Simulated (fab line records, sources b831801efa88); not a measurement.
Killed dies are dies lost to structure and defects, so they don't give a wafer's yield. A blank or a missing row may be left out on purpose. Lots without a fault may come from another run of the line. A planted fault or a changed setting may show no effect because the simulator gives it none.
A struck lot beside a sound one | flow sky130 | 21 steps out of a route of 708
Sound: wafers L900.1, L900.2, L900.6. Struck: wafers L906.3, L906.4, L906.5. The cause comes at the end.
At each step with rows: each side's tool, then ch and its chambers, then its first start. Under that, the readings that differ: sound wafers | struck wafers | difference of the means | sigmas: that difference in standard deviations of wafers without a fault.
alike: readings whose means differ by less than 2 such deviations, and words and numbers that are the same on both sides. not compared: withheld readings, readings that some wafer has no value for, bounds like >300 that may hide the same value, and numbers for which the record gives no deviation and whose values overlap.
The two part at a step that has a row with sigmas, a row that says differs or no value, or rows on one side only. Numbers that don't overlap but have no deviation are shown without sigmas and don't part them. A reading that every wafer of one side lacks parts them only if that side has two wafers or more.

SKY_SD_N_RTA_14: time 2 s.
  sound on rtp_anneal-02 ch 0, day 32 22:28; struck on rtp_anneal-02 ch 0, day 34 11:23
  alike: lamp_power_pct, ramp_up_c_per_s, wafer_temp_C_max
SKY_SD_N_RS_MEAS_16: measures by four-point-probe.
  sound on film_metro-03, day 32 22:38; struck on film_metro-04, day 34 11:35
  alike: SD_N_RS
SKY_SD_N_RS_MEAS_17: measures by four-point-probe.
  sound on film_metro-03, day 32 22:46; struck on film_metro-04, day 34 11:43
  alike: SD_P_RS
SKY_SD_N_RS_MEAS_18: measures by four-point-probe.
  sound on film_metro-03, day 32 22:53; struck on film_metro-04, day 34 11:50
  alike: RES_XHIGH_RS
then, 2 steps without rows for these wafers: SKY_SALICIDE_CLEAN_00 (cleans in HF-last, time 30 s); SKY_LI_CONTACT_HDPCVD_00 (deposits PSG, target thk 930 nm, time 155 s).
SKY_LI_CONTACT_THK_MEAS_01:
  sound on film_metro-03, day 32 23:07; struck on film_metro-03, day 34 12:03
  alike: LI_CONTACT_HDPCVD_THK
SKY_LI_CONTACT_CMP_02: polishes PSG.
  sound on cmp-01 ch 0,2,3, day 32 23:11; struck on cmp-01 ch 0,1,2, day 34 12:08
  alike: motor_current_A, slurry_flow_ml_min, time_to_endpoint_s
SKY_LI_CONTACT_BOW_MEAS_03:
  sound on film_metro-02, day 32 23:29; struck on film_metro-04, day 34 12:26
  alike: LI_CONTACT_BOW
then, 2 steps without rows for these wafers: SKY_LI_CONTACT_DEHYDRATE_04 (time 60 s); SKY_LI_CONTACT_HMDS_05 (prime time 60 s).
SKY_LI_CONTACT_COAT_06: resist thk 60 nm.
  sound on litho_track-02 ch 0, day 33 12:25; struck on litho_track-04 ch 0, day 35 01:22
then, 5 steps without rows for these wafers: SKY_LI_CONTACT_COAT_07 (resist thk 450 nm); SKY_LI_CONTACT_SOFTBAKE_08 (time 90 s); SKY_LI_CONTACT_EXPOSE_09 (exposes mask LICM1, target cd 170 nm); SKY_LI_CONTACT_PEB_10; SKY_LI_CONTACT_DEVELOP_11 (develop time 60 s).
SKY_LI_CONTACT_CD_MEAS_12: target cd 170 nm.
  sound on cd_sem-01, day 34 01:59; struck on cd_sem-02, day 35 15:00
  alike: cd_nm
SKY_LI_CONTACT_OVL_MEAS_13:
  sound on overlay-02, day 34 02:07; struck on overlay-01, day 35 15:05
  alike: LI_CONTACT_OVL
SKY_LI_CONTACT_ETCH_14: etches BARC in N2/H2, stops on SiO2, time 45.9 s, target depth 60 nm.
  sound on rie_diel-02 ch 0,2, day 34 02:08; struck on rie_diel-02 ch 0,1,3, day 35 15:07
  reading                  | sound             | struck            | difference | sigmas
  oes_product_au (a.u.)    | 0.860 0.845 0.861 | 0.823 0.816 0.831 | -0.032     | -6
  model.etch.depth_nm (nm) | 60.38 60.29 60.32 | 56.2 56.11 56.22  | -4.2       |
  alike: bias_w, chamber_pressure_mTorr, drypump_motor_current_A, throttle_valve_pct
  not compared: rf_hours_counter_h
SKY_LI_CONTACT_ETCH_15: etches PSG in C4F8/O2/Ar, stops on Si, target depth 600 nm.
  sound on rie_diel-02 ch 0,2, day 34 02:11; struck on rie_diel-02 ch 0,1,3, day 35 15:09
  alike: bias_w, chamber_pressure_mTorr, oes_product_au

WHERE THEY PART
Only at SKY_LI_CONTACT_ETCH_14, within this record. Later steps at which nothing parts them and some readings are alike: SKY_LI_CONTACT_ETCH_15.

WHY: what the simulator had put in
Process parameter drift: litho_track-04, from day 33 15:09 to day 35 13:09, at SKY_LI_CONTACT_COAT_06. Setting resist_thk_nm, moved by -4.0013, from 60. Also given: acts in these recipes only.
